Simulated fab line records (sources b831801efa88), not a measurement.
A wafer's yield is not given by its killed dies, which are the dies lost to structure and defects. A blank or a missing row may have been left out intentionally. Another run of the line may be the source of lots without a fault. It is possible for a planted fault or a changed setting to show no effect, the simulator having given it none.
fab line records	flow sky130
record: lots: 13	wafers: 39	last-day: 50
route steps=708 shown LI_CONTACT@376 CONTACT@432 METAL1@450 PAD_OPEN@708
lots that met no fault: from a run of the same line without faults
start-h: start of the lot's first displayed wafer, in hours after the record's first day	wait-h: how many hours have passed since the lot's step before this one	" repeats the value in the row above	L1.1+2: several wafers, shown together as one row	- no value present, or no start provided	* or withheld: withheld	< > ~ a bound
route shown NAME@n: names a module that has steps shown in the file, with the first one's number in the route	usual: average and standard deviation across the fault-free wafers	same: alike in all rows	chamber/n: place in a boat	sites: readings site by site	_std_site: their standard deviation	_edge_site: mean of outer sites minus mean of inner sites	radius-mm: how far each site lies from the wafer's centre	mask NAME#n: copy n	behind: the most recent tool/chamber to have shaped the wafer	hold: what put the lot on hold/how long, in hours/how the hold closed	device: transistor that didn't switch, given as n, p or np	end of line: the same wafers' tests at the end of the route	step lacking rows: just its recipe	killed: the dies lost at the first sort to structure and to defects; this is not the yield of the wafer	map: shows each die of a wafer: x if killed, . if not, _ if none is there
set.NAME: the setting that was run; set.NAME@STEP: the one run at that earlier step	model.NAME: the simulator's own value behind a step, which no gauge read
steps of the route over a sample of lots; a table a step, a row a wafer
services: a tool's chamber out of use, with start hour (start-h, from the record's first day; less than 0 if before it), hours out, and reason
== steps ==
step: SKY_LI_CONTACT_ETCH_14
recipe: chemistry: N2/H2	target: BARC	ion-energy-ev: 200	source-w: 500	bias-w: 100	pressure-mtorr: 30	n2-flow-sccm: 100	h2-flow-sccm: 200	stop-on: SiO2	time-s: 45.9	target-depth-a: 600
usual: drypump-motor-current-A: 5.7/0.4	oes-product-au: 0.855/0.0045	throttle-valve-pct: 13.225/0.0087
lot.wafer	tool	chamber	start-h	wait-h	drypump-motor-current-A	oes-product-au	rf-hours-counter-h	throttle-valve-pct
L941.1	rie-diel-02	1	685.51	0.0	5.5	0.852	2	13.227
L941.4	"	2	"	"	6.0	0.854	7	13.217
L941.6	"	1	"	"	5.5	0.858	-	13.239
L943.1	rie-diel-02	0	701.36	0.0	5.7	0.856	18	13.226
L943.5	"	0	"	"	5.7	0.850	-	13.225
L943.6	"	1	"	"	5.5	0.852	-	13.232
L944.1	rie-diel-04	2	712.79	0.0	6.1	0.854	1	13.213
L944.4	"	0	"	"	6.2	0.860	7	13.215
L944.6	"	2	"	"	6.2	0.857	-	13.230
L946.2	rie-diel-04	1	728.01	0.0	5.4	0.857	5	13.225
L946.3	"	2	"	"	6.2	0.848	1	13.218
L946.6	"	3	"	"	5.6	0.851	-	13.226
L945.1	rie-diel-02	0	732.79	0.0	5.7	0.848	19	13.229
L945.2	"	2	"	"	6.0	0.855	8	13.212
L945.4	"	3	"	"	4.8	0.862	12	13.231
L948.2	rie-diel-04	0	753.35	0.0	6.2	0.853	7	13.223
L948.3	"	3	"	"	5.6	0.861	10	13.235
L948.5	"	1	"	"	5.4	0.858	-	13.231
L954.1	rie-diel-03	1	792.26	0.0	5.7	0.857	38	13.219
L954.5	"	1	"	"	5.7	0.853	-	13.216
L954.6	"	3	"	"	5.6	0.846	-	13.229
L955.1	rie-diel-04	0	801.51	0.0	6.2	0.851	9	13.224
L955.2	"	3	"	"	5.6	0.849	11	13.213
L955.4	"	2	"	"	6.1	0.852	2	13.213
L956.2	rie-diel-04	2	812.94	0.0	6.1	0.856	3	13.237
L956.3	"	3	"	"	5.5	0.856	11	13.230
L956.5	"	1	"	"	5.4	0.853	-	13.227
L960.3	rie-diel-02	1	844.16	0.0	5.5	0.851	6	13.217
L960.4	"	3	"	"	4.8	0.862	16	13.225
L960.5	"	3	"	"	4.8	0.850	-	13.233
L961.3	rie-diel-04	2	846.86	0.0	6.1	0.856	4	13.214
L961.4	"	0	"	"	6.2	0.851	10	13.212
L961.6	"	0	"	"	6.2	0.850	-	13.214
L963.2	rie-diel-03	0	850.03	0.0	5.7	0.854	-	13.239
L963.3	"	0	"	"	5.7	0.853	-	13.223
L963.5	"	0	"	"	5.7	0.851	-	13.233
L962.2	rie-diel-02	1	854.26	0.0	5.5	0.859	6	13.229
L962.5	"	3	"	"	4.8	0.862	-	13.221
L962.6	"	2	"	"	6.0	0.860	-	13.224
step: SKY_LI_CONTACT_SPUTTER_20
recipe: material: TiN	target-thk-nm: 20	chamber-pressure-pa: 5	power-w: 4000	time-s: 80
usual: cathode-dc-power-W: 4000.1/0.72	chamber-pressure-pa: 5.000/0.0091	throttle-valve-pct: 29.7/0.65
lot.wafer	tool	chamber	start-h	wait-h	cathode-dc-power-W	chamber-pressure-pa	throttle-valve-pct
L941.1	pvd-sputter-01	-	686.02	0.0	3999.8	4.987	30.4
L941.4	"	-	"	"	4001.5	5.002	28.9
L941.6	"	-	"	"	4001.1	5.004	30.3
L943.1	pvd-sputter-02	-	701.86	0.0	3998.7	5.000	29.2
L943.5	"	-	"	"	4000.9	4.986	30.5
L943.6	"	-	"	"	3999.3	5.014	30.1
L944.1	pvd-sputter-03	-	713.29	0.0	3998.8	4.996	30.2
L944.4	"	-	"	"	3999.0	5.011	29.0
L944.6	"	-	"	"	4000.9	5.006	28.9
L946.2	pvd-sputter-01	-	728.51	0.0	3999.8	5.015	30.3
L946.3	"	-	"	"	4000.1	4.990	29.0
L946.6	"	-	"	"	4000.4	5.001	29.1
L945.1	pvd-sputter-02	-	733.29	0.0	3998.8	4.993	29.4
L945.2	"	-	"	"	4000.6	5.009	30.5
L945.4	"	-	"	"	3999.6	4.993	30.3
L948.2	pvd-sputter-03	-	753.85	0.0	4000.1	4.997	30.5
L948.3	"	-	"	"	4001.3	5.004	28.8
L948.5	"	-	"	"	4000.4	4.994	30.0
L954.1	pvd-sputter-03	-	792.76	0.0	-	-	-
L954.5	"	-	"	"	-	-	-
L954.6	"	-	"	"	-	-	-
L955.1	pvd-sputter-02	-	802.01	0.0	-	-	-
L955.2	"	-	"	"	-	-	-
L955.4	"	-	"	"	-	-	-
L956.2	pvd-sputter-01	-	813.45	0.0	-	-	-
L956.3	"	-	"	"	-	-	-
L956.5	"	-	"	"	-	-	-
L960.3	pvd-sputter-03	-	844.66	0.0	3998.4	5.014	28.8
L960.4	"	-	"	"	4000.4	4.993	28.8
L960.5	"	-	"	"	4000.0	4.995	28.9
L961.3	pvd-sputter-03	-	847.36	0.0	3999.7	4.987	30.4
L961.4	"	-	"	"	3998.7	5.000	28.9
L961.6	"	-	"	"	4000.7	4.988	28.7
L963.2	pvd-sputter-03	-	850.76	0.0	4000.1	4.996	30.4
L963.3	"	-	"	"	4000.0	4.994	29.3
L963.5	"	-	"	"	4000.8	4.997	29.0
L962.2	pvd-sputter-03	-	854.76	0.0	4000.4	4.995	28.9
L962.5	"	-	"	"	3999.4	4.991	29.9
L962.6	"	-	"	"	4000.1	5.006	30.2
step: SKY_CONTACT_THK_MEAS_26
recipe: thk-meas-gauge: xrf	reads: W_of_CONTACT_CVD_24
usual: CONTACT_W_THK: 348/5.6
lot.wafer	tool	chamber	start-h	wait-h	CONTACT_W_THK[nm]
L941.1	film-metro-02	-	745.42	0.1	343
L941.4	"	-	"	"	342
L941.6	"	-	"	"	343
L943.1	film-metro-03	-	759.23	0.1	345
L943.5	"	-	"	"	349
L943.6	"	-	"	"	350
L944.1	film-metro-03	-	772.14	0.1	349
L944.4	"	-	"	"	349
L944.6	"	-	"	"	347
L946.2	film-metro-02	-	785.84	0.1	353
L946.3	"	-	"	"	350
L946.6	"	-	"	"	349
L945.1	film-metro-02	-	789.95	0.1	350
L945.2	"	-	"	"	345
L945.4	"	-	"	"	352
L948.2	film-metro-03	-	810.98	0.1	345
L948.3	"	-	"	"	345
L948.5	"	-	"	"	347
L960.3	film-metro-01	-	899.60	0.1	349
L960.4	"	-	"	"	347
L960.5	"	-	"	"	347
L961.3	film-metro-01	-	902.40	0.1	349
L961.4	"	-	"	"	358
L961.6	"	-	"	"	351
L963.2	film-metro-01	-	905.91	0.1	352
L963.3	"	-	"	"	361
L963.5	"	-	"	"	359
L962.2	film-metro-02	-	909.34	0.1	350
L962.5	"	-	"	"	355
L962.6	"	-	"	"	350
step: SKY_METAL1_OVL_MEAS_16
usual: METAL1_OVL: 2/5.7
lot.wafer	tool	chamber	start-h	wait-h	METAL1_OVL[nm]
L941.1	overlay-02	-	772.93	0.1	8
L941.4	"	-	"	"	15
L941.6	"	-	"	"	13
L943.1	overlay-01	-	786.73	0.1	0
L943.5	"	-	"	"	-5
L943.6	"	-	"	"	1
L944.1	overlay-02	-	799.18	0.1	0
L944.4	"	-	"	"	-3
L944.6	"	-	"	"	-8
L946.2	overlay-02	-	812.63	0.1	-2
L946.3	"	-	"	"	-9
L946.6	"	-	"	"	6
L945.1	overlay-01	-	817.18	0.1	3
L945.2	"	-	"	"	9
L945.4	"	-	"	"	11
L948.2	overlay-01	-	837.58	0.1	0
L948.3	"	-	"	"	-8
L948.5	"	-	"	"	-2
L960.3	overlay-02	-	925.59	0.1	6
L960.4	"	-	"	"	-7
L960.5	"	-	"	"	5
L961.3	overlay-01	-	928.74	0.1	-6
L961.4	"	-	"	"	6
L961.6	"	-	"	"	-2
L963.2	overlay-02	-	931.48	0.1	2
L963.3	"	-	"	"	-4
L963.5	"	-	"	"	3
L962.2	overlay-01	-	934.33	0.1	7
L962.5	"	-	"	"	1
L962.6	"	-	"	"	6
step: SKY_PAD_OPEN_PROBE_99
usual: killed_at_M0_to_M3: 44/7.2	killed_at_M4_up: 2.9/1.8	killed-at-contacts: 24/5.6	killed-at-front-end: 15/4.2	killed-at-other: 0.4/0.71	killed-dies: 86/9.2	killed-on-rim: 16/3.6	killed-open: 47/7.2	killed-short: 39/5.7
same: gross-dies: 492	killed-at-back-side: 0
lot.wafer	tool	chamber	start-h	wait-h	hold	killed_at_M0_to_M3	killed_at_M4_up	killed-at-contacts	killed-at-front-end	killed-at-other	killed-dies	killed-on-rim	killed-open	killed-short
L941.1	prober-01	-	1083.57	0.1	-	50	1	27	23	0	101	19	59	42
L941.4	prober-01	-	1083.72	0.2	-	41	6	25	21	0	93	22	52	41
L941.6	prober-01	-	1083.82	0.2	-	47	1	31	18	0	97	21	63	34
L943.1	prober-01	-	1095.48	0.1	-	45	5	18	19	0	87	17	51	35
L943.5	prober-01	-	1095.68	0.2	-	34	1	31	11	1	78	19	44	34
L943.6	prober-01	-	1095.73	0.2	-	41	0	19	16	0	76	13	41	35
L944.1	prober-02	-	1105.06	0.1	-	46	2	24	13	0	85	20	36	49
L944.4	prober-02	-	1105.21	0.2	-	52	3	26	16	0	97	18	46	51
L944.6	prober-02	-	1105.31	0.2	-	41	1	34	19	0	95	15	52	43
L946.2	prober-01	-	1113.66	0.1	-	38	3	24	20	0	85	15	56	29
L946.3	prober-01	-	1113.71	0.2	-	41	3	15	17	0	76	11	34	42
L946.6	prober-01	-	1113.86	0.2	-	38	4	29	14	1	86	19	48	38
L945.1	prober-02	-	1118.07	0.1	-	39	3	25	14	0	81	14	39	41
L945.2	prober-02	-	1118.12	0.1	-	49	2	32	12	0	95	21	51	43
L945.4	prober-02	-	1118.22	0.2	-	57	2	21	9	0	89	17	49	39
L948.2	prober-02	-	1130.58	0.1	-	41	4	21	12	0	78	11	43	35
L948.3	prober-02	-	1130.63	0.2	-	41	1	26	15	1	84	13	45	39
L948.5	prober-02	-	1130.73	0.2	-	44	4	28	9	0	85	24	46	39
L954.1	prober-02	-	1163.53	0.1	await-dispo/1.7h/scrap	28	5	443	16	0	492	96	38	34
L954.5	prober-02	-	1163.73	0.2	await-dispo/1.7h/scrap	41	2	428	21	0	492	96	47	39
L954.6	prober-02	-	1163.78	0.2	await-dispo/1.7h/scrap	48	3	424	17	0	492	96	47	38
L955.1	prober-01	-	1166.87	0.1	await-dispo/2.5h/scrap	45	3	432	12	0	492	96	49	37
L955.2	prober-01	-	1166.92	0.1	await-dispo/2.5h/scrap	51	0	423	17	1	492	96	80	35
L955.4	prober-01	-	1167.02	0.2	await-dispo/2.5h/scrap	55	7	415	15	0	492	96	54	48
L956.2	prober-02	-	1172.88	0.1	await-dispo/2.6h/scrap	52	2	428	7	3	492	96	46	38
L956.3	prober-02	-	1172.93	0.2	await-dispo/2.6h/scrap	44	1	435	11	1	492	96	42	37
L956.5	prober-02	-	1173.03	0.2	await-dispo/2.6h/scrap	54	4	414	20	0	492	96	55	46
L960.3	prober-02	-	1195.73	0.2	-	41	4	18	14	1	78	15	46	32
L960.4	prober-02	-	1195.78	0.2	-	46	2	26	20	0	94	17	53	41
L960.5	prober-02	-	1195.83	0.2	-	50	1	23	7	0	81	18	47	34
L961.3	prober-01	-	1197.23	0.2	-	47	3	21	17	0	88	20	57	31
L961.4	prober-01	-	1197.28	0.2	-	38	1	17	20	1	77	18	47	29
L961.6	prober-01	-	1197.38	0.2	-	47	3	23	10	0	83	18	39	44
L963.2	prober-02	-	1198.23	0.1	-	42	6	20	10	0	78	11	45	33
L963.3	prober-02	-	1198.28	0.2	-	42	3	27	14	0	86	16	45	41
L963.5	prober-02	-	1198.38	0.2	-	41	3	23	17	0	84	17	44	40
L962.2	prober-01	-	1200.23	0.1	-	26	7	32	19	0	84	13	49	33
L962.5	prober-01	-	1200.38	0.2	-	44	3	29	10	0	86	17	46	40
L962.6	prober-01	-	1200.43	0.2	-	37	6	25	15	1	84	19	49	32
killed by level:class
L941.1 VIA3:geometric-particle:open=11 VIA1:geometric-particle:open=9 LI_CONTACT:geometric-particle:open=9 FIELD_ISO:geometric-particle:short=8 POLY_GATE:geometric-particle:open=7 CONTACT:geometric-particle:open=7 METAL2:geometric-particle:short=7 VIA2:geometric-particle:open=7
L941.4 VIA1:geometric-particle:open=12 CONTACT:geometric-particle:open=11 VIA3:geometric-particle:open=7 POLY_GATE:geometric-particle:short=6 POLY_GATE:geometric-particle:open=6 LI_CONTACT:geometric-particle:open=6 LOCAL_INTERCONNECT:geometric-particle:short=5 METAL4:geometric-particle:short=5
L941.6 VIA1:geometric-particle:open=14 CONTACT:geometric-particle:open=13 LI_CONTACT:geometric-particle:open=9 VIA3:geometric-particle:open=8 METAL2:geometric-particle:short=7 VIA2:geometric-particle:open=5 FIELD_ISO:geometric-particle:open=4 POLY_GATE:geometric-particle:open=4
L943.1 VIA2:geometric-particle:open=9 VIA1:geometric-particle:open=8 VIA3:geometric-particle:open=7 CONTACT:geometric-particle:open=6 POLY_GATE:geometric-particle:open=5 LI_CONTACT:geometric-particle:open=5 FIELD_ISO:geometric-particle:short=4 METAL3:geometric-particle:short=4
L943.5 CONTACT:geometric-particle:open=14 LOCAL_INTERCONNECT:geometric-particle:short=7 VIA2:geometric-particle:open=7 VIA1:geometric-particle:open=6 METAL2:geometric-particle:short=5 FIELD_ISO:geometric-particle:open=4 LI_CONTACT:geometric-particle:open=4 METAL3:geometric-particle:short=4
L943.6 VIA3:geometric-particle:open=12 LI_CONTACT:geometric-particle:open=8 VIA1:geometric-particle:short=8 POLY_GATE:geometric-particle:short=7 VIA1:geometric-particle:open=7 METAL1:geometric-particle:short=4 POLY_GATE:geometric-particle:open=3 LI_CONTACT:geometric-particle:short=3
L944.1 LI_CONTACT:geometric-particle:open=9 VIA1:geometric-particle:short=8 METAL2:geometric-particle:short=7 CONTACT:geometric-particle:short=6 VIA1:geometric-particle:open=6 METAL3:geometric-particle:short=6 POLY_GATE:geometric-particle:open=5 POLY_GATE:geometric-particle:short=5
L944.4 VIA1:geometric-particle:open=14 CONTACT:geometric-particle:open=12 VIA1:geometric-particle:short=9 METAL2:geometric-particle:short=6 CONTACT:geometric-particle:short=5 METAL1:geometric-particle:short=5 VIA3:geometric-particle:open=5 POLY_GATE:geometric-particle:open=4
L944.6 VIA1:geometric-particle:open=16 CONTACT:geometric-particle:short=13 CONTACT:geometric-particle:open=13 LI_CONTACT:geometric-particle:open=7 METAL1:geometric-particle:short=6 FIELD_ISO:geometric-particle:short=5 FIELD_ISO:geometric-particle:open=5 VIA2:geometric-particle:open=5
L946.2 VIA2:geometric-particle:open=9 CONTACT:geometric-particle:open=8 LOCAL_INTERCONNECT:geometric-particle:short=7 FIELD_ISO:geometric-particle:open=6 LI_CONTACT:geometric-particle:open=6 VIA1:geometric-particle:open=5 POLY_GATE:geometric-particle:open=4 METAL1:geometric-particle:short=4
L946.3 POLY_GATE:geometric-particle:short=8 VIA1:geometric-particle:open=8 LOCAL_INTERCONNECT:geometric-particle:short=6 METAL3:geometric-particle:short=6 LI_CONTACT:geometric-particle:open=5 VIA3:geometric-particle:open=5 METAL2:geometric-particle:short=5 VIA2:geometric-particle:open=5
L946.6 CONTACT:geometric-particle:open=12 VIA3:geometric-particle:short=7 VIA2:geometric-particle:open=7 VIA3:geometric-particle:open=7 LI_CONTACT:geometric-particle:open=6 CONTACT:geometric-particle:short=5 FIELD_ISO:geometric-particle:short=4 LOCAL_INTERCONNECT:geometric-particle:short=4
L945.1 CONTACT:geometric-particle:open=9 VIA3:geometric-particle:open=9 METAL1:geometric-particle:short=8 CONTACT:geometric-particle:short=8 VIA1:geometric-particle:open=8 VIA1:geometric-particle:short=6 LI_CONTACT:geometric-particle:open=5 FIELD_ISO:geometric-particle:short=4
L945.2 VIA1:geometric-particle:open=15 LI_CONTACT:geometric-particle:short=8 CONTACT:geometric-particle:open=8 LI_CONTACT:geometric-particle:open=7 VIA3:geometric-particle:open=7 VIA2:geometric-particle:open=6 LOCAL_INTERCONNECT:geometric-particle:short=5 METAL1:geometric-particle:short=4
L945.4 VIA3:geometric-particle:open=10 LI_CONTACT:geometric-particle:open=9 METAL3:geometric-particle:short=7 VIA1:geometric-particle:short=7 VIA2:geometric-particle:open=7 CONTACT:geometric-particle:open=6 VIA1:geometric-particle:open=5 METAL2:geometric-particle:short=5
L948.2 VIA1:geometric-particle:open=11 CONTACT:geometric-particle:open=8 VIA1:geometric-particle:short=6 POLY_GATE:geometric-particle:short=4 LI_CONTACT:geometric-particle:open=4 VIA3:geometric-particle:open=4 METAL2:geometric-particle:short=4 VIA2:geometric-particle:open=4
L948.3 CONTACT:geometric-particle:open=10 VIA1:geometric-particle:short=8 VIA3:geometric-particle:open=8 VIA1:geometric-particle:open=7 LI_CONTACT:geometric-particle:open=7 FIELD_ISO:geometric-particle:open=5 METAL2:geometric-particle:short=5 METAL1:geometric-particle:short=3
L948.5 VIA1:geometric-particle:open=15 CONTACT:geometric-particle:open=10 LI_CONTACT:geometric-particle:open=8 VIA1:geometric-particle:short=8 CONTACT:geometric-particle:short=7 METAL3:geometric-particle:short=7 FIELD_ISO:geometric-particle:short=3 VIA3:geometric-particle:open=3
L954.1 LI_CONTACT:area-sputter=417 CONTACT:geometric-particle:open=9 METAL2:geometric-particle:short=6 LI_CONTACT:geometric-particle:open=5 LOCAL_INTERCONNECT:geometric-particle:short=5 VIA3:geometric-particle:open=5 FIELD_ISO:geometric-particle:open=4 METAL1:geometric-particle:short=4
L954.5 LI_CONTACT:area-sputter=404 CONTACT:geometric-particle:open=10 VIA1:geometric-particle:open=9 METAL1:geometric-particle:short=9 FIELD_ISO:geometric-particle:open=8 LI_CONTACT:geometric-particle:open=6 VIA1:geometric-particle:short=5 METAL2:geometric-particle:short=5
L954.6 LI_CONTACT:area-sputter=405 VIA1:geometric-particle:open=12 VIA3:geometric-particle:open=10 FIELD_ISO:geometric-particle:short=7 LI_CONTACT:geometric-particle:open=6 CONTACT:geometric-particle:open=6 METAL1:geometric-particle:short=6 FIELD_ISO:geometric-particle:open=5
L955.1 LI_CONTACT:area-sputter=402 VIA1:geometric-particle:open=11 CONTACT:geometric-particle:open=10 METAL1:geometric-particle:short=8 LOCAL_INTERCONNECT:geometric-particle:short=6 CONTACT:geometric-particle:short=5 METAL2:geometric-particle:short=4 LI_CONTACT:geometric-particle:open=4
L955.2 LI_CONTACT:area-sputter=373 LI_CONTACT:geometric-particle:open=21 VIA1:geometric-particle:open=17 CONTACT:geometric-particle:open=15 VIA3:geometric-particle:open=8 VIA2:geometric-particle:open=6 LOCAL_INTERCONNECT:geometric-particle:short=5 POLY_GATE:geometric-particle:short=4
L955.4 LI_CONTACT:area-sputter=390 VIA1:geometric-particle:open=16 CONTACT:geometric-particle:open=11 FIELD_ISO:geometric-particle:short=7 VIA2:geometric-particle:open=7 VIA1:geometric-particle:short=6 METAL1:geometric-particle:short=6 METAL4:geometric-particle:short=5
L956.2 LI_CONTACT:area-sputter=403 VIA1:geometric-particle:open=13 LI_CONTACT:geometric-particle:open=9 CONTACT:geometric-particle:open=8 VIA2:geometric-particle:open=7 METAL3:geometric-particle:short=6 VIA2:geometric-particle:short=5 METAL1:geometric-particle:short=5
L956.3 LI_CONTACT:area-sputter=409 VIA1:geometric-particle:open=12 CONTACT:geometric-particle:open=9 METAL1:geometric-particle:short=7 VIA1:geometric-particle:short=7 LI_CONTACT:geometric-particle:open=5 VIA3:geometric-particle:open=5 POLY_GATE:geometric-particle:short=4
L956.5 LI_CONTACT:area-sputter=389 VIA1:geometric-particle:open=14 METAL2:geometric-particle:short=9 VIA2:geometric-particle:open=8 FIELD_ISO:geometric-particle:open=7 LI_CONTACT:geometric-particle:open=7 VIA3:geometric-particle:open=7 FIELD_ISO:geometric-particle:short=6
L960.3 VIA2:geometric-particle:open=8 VIA1:geometric-particle:short=8 LI_CONTACT:geometric-particle:open=7 POLY_GATE:geometric-particle:open=6 VIA1:geometric-particle:open=6 CONTACT:geometric-particle:open=5 VIA3:geometric-particle:open=4 LOCAL_INTERCONNECT:geometric-particle:short=3
L960.4 CONTACT:geometric-particle:open=11 VIA1:geometric-particle:open=8 VIA2:geometric-particle:open=7 METAL1:geometric-particle:short=6 VIA2:geometric-particle:short=6 POLY_GATE:geometric-particle:open=5 LOCAL_INTERCONNECT:geometric-particle:short=5 VIA3:geometric-particle:open=5
L960.5 VIA1:geometric-particle:open=14 LI_CONTACT:geometric-particle:open=8 VIA1:geometric-particle:short=7 VIA2:geometric-particle:open=7 CONTACT:geometric-particle:open=5 METAL2:geometric-particle:short=5 CONTACT:geometric-particle:short=4 LI_CONTACT:geometric-particle:short=3
L961.3 VIA2:geometric-particle:open=12 VIA1:geometric-particle:open=10 VIA3:geometric-particle:open=9 LI_CONTACT:geometric-particle:open=7 FIELD_ISO:geometric-particle:open=5 VIA2:geometric-particle:short=5 POLY_GATE:geometric-particle:short=4 LOCAL_INTERCONNECT:geometric-particle:short=4
L961.4 VIA1:geometric-particle:open=9 LI_CONTACT:geometric-particle:open=8 METAL2:geometric-particle:short=6 FIELD_ISO:geometric-particle:open=5 CONTACT:geometric-particle:open=5 VIA2:geometric-particle:open=5 VIA3:geometric-particle:open=5 METAL1:geometric-particle:short=4
L961.6 VIA2:geometric-particle:open=11 METAL1:geometric-particle:short=7 VIA1:geometric-particle:open=7 LI_CONTACT:geometric-particle:short=6 VIA3:geometric-particle:open=6 LI_CONTACT:geometric-particle:open=5 CONTACT:geometric-particle:short=5 CONTACT:geometric-particle:open=5
L963.2 VIA3:geometric-particle:open=10 CONTACT:geometric-particle:open=8 VIA1:geometric-particle:open=7 VIA2:geometric-particle:open=6 METAL1:geometric-particle:short=5 METAL4:geometric-particle:short=5 POLY_GATE:geometric-particle:short=4 LI_CONTACT:geometric-particle:open=4
L963.3 VIA3:geometric-particle:open=11 CONTACT:geometric-particle:open=10 CONTACT:geometric-particle:short=7 METAL1:geometric-particle:short=7 POLY_GATE:geometric-particle:open=5 LI_CONTACT:geometric-particle:open=5 METAL2:geometric-particle:short=5 VIA2:geometric-particle:short=4
L963.5 VIA3:geometric-particle:open=9 CONTACT:geometric-particle:open=9 FIELD_ISO:geometric-particle:short=6 VIA1:geometric-particle:open=6 LI_CONTACT:geometric-particle:short=5 POLY_GATE:geometric-particle:short=4 LI_CONTACT:geometric-particle:open=4 VIA2:geometric-particle:open=4
L962.2 CONTACT:geometric-particle:open=12 FIELD_ISO:geometric-particle:open=10 VIA1:geometric-particle:open=8 LOCAL_INTERCONNECT:geometric-particle:short=8 CONTACT:geometric-particle:short=6 FIELD_ISO:geometric-particle:short=5 VIA3:geometric-particle:open=5 LI_CONTACT:geometric-particle:open=4
L962.5 VIA1:geometric-particle:open=11 CONTACT:geometric-particle:open=10 LI_CONTACT:geometric-particle:open=8 METAL2:geometric-particle:short=6 VIA3:geometric-particle:open=6 CONTACT:geometric-particle:short=5 METAL1:geometric-particle:short=4 VIA2:geometric-particle:short=4
L962.6 CONTACT:geometric-particle:open=10 VIA1:geometric-particle:open=10 VIA2:geometric-particle:open=8 FIELD_ISO:geometric-particle:open=6 VIA1:geometric-particle:short=5 LOCAL_INTERCONNECT:geometric-particle:short=4 CONTACT:geometric-particle:short=4 POLY_GATE:geometric-particle:short=3
== services ==
tool	chamber	start-h	hours	kind
pvd-sputter-03	-	673.77	34.0	repair
rie-diel-04	2	678.13	5.8	repair
rie-diel-03	2	684.74	-	clean
rie-diel-03	2	684.74	15.9	scheduled-down
rie-diel-04	0	713.39	4.2	repair
pvd-sputter-01	-	716.26	9.7	repair
rie-diel-03	3	738.70	3.9	repair
rie-diel-02	0	748.40	12.2	repair
pvd-sputter-01	-	749.28	1.8	repair
rie-diel-02	1	782.98	27.2	repair
rie-diel-02	3	801.54	3.1	repair
rie-diel-04	1	807.44	2.5	repair
rie-diel-03	-	827.42	0.1	repair
rie-diel-03	2	841.86	17.4	repair
rie-diel-03	1	842.99	7.9	repair
pvd-sputter-02	-	844.33	19.4	repair
rie-diel-03	3	848.03	4.3	repair
pvd-sputter-01	2	849.00	-	consumable-replace:kit
pvd-sputter-01	2	849.00	18.0	scheduled-down
pvd-sputter-01	2	849.00	18.0	vent-cycle
pvd-sputter-01	-	850.76	3.4	repair
rie-diel-04	3	853.60	5.3	repair
pvd-sputter-03	-	853.92	0.7	repair
pvd-sputter-02	-	854.44	0.8	repair
== key ==
first-sign: step: SKY_LI_CONTACT_SPUTTER_20	reading: tool-record	direction: missing
effect: step: SKY_PAD_OPEN_PROBE_99	reading: killed-at-contacts	direction: up	sigmas: 71	usual: 24	struck: 427
more-kills-born-at: SKY_LI_CONTACT_SPUTTER_20@pvd-sputter-03: 1222	SKY_LI_CONTACT_SPUTTER_20@pvd-sputter-01: 1199	SKY_LI_CONTACT_SPUTTER_20@pvd-sputter-02: 1160
met-at SKY_LI_CONTACT_SPUTTER_20
struck-lots L954,L955,L956
later-rows-left-out L954.1,L954.5,L954.6,L955.1,L955.2,L955.4,L956.2,L956.3,L956.5
tester-left-out L954,L955,L956
not-acting-at SKY_LI_CONTACT_ETCH_14,SKY_CONTACT_THK_MEAS_26,SKY_METAL1_OVL_MEAS_16
onset-between 753.85 792.76
fault: kind: skipped-step-whole	tool: pvd-sputter-01,pvd-sputter-02,pvd-sputter-03	chamber: -	onset-h: 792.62	steps: SKY_LI_CONTACT_SPUTTER_20	scope: struck-lots-only
tester-left-out: of these lots the tester's yield and bins aren't shown, on N5 and GAA mostly nor the transistor test; their killed dies are dies lost to structure and defects alone, not to doping, threshold or leakage, so they don't give the yield
later-rows-left-out: the simulator's readings of these wafers behind a module that went badly wrong aren't trusted and aren't shown, but for the sort
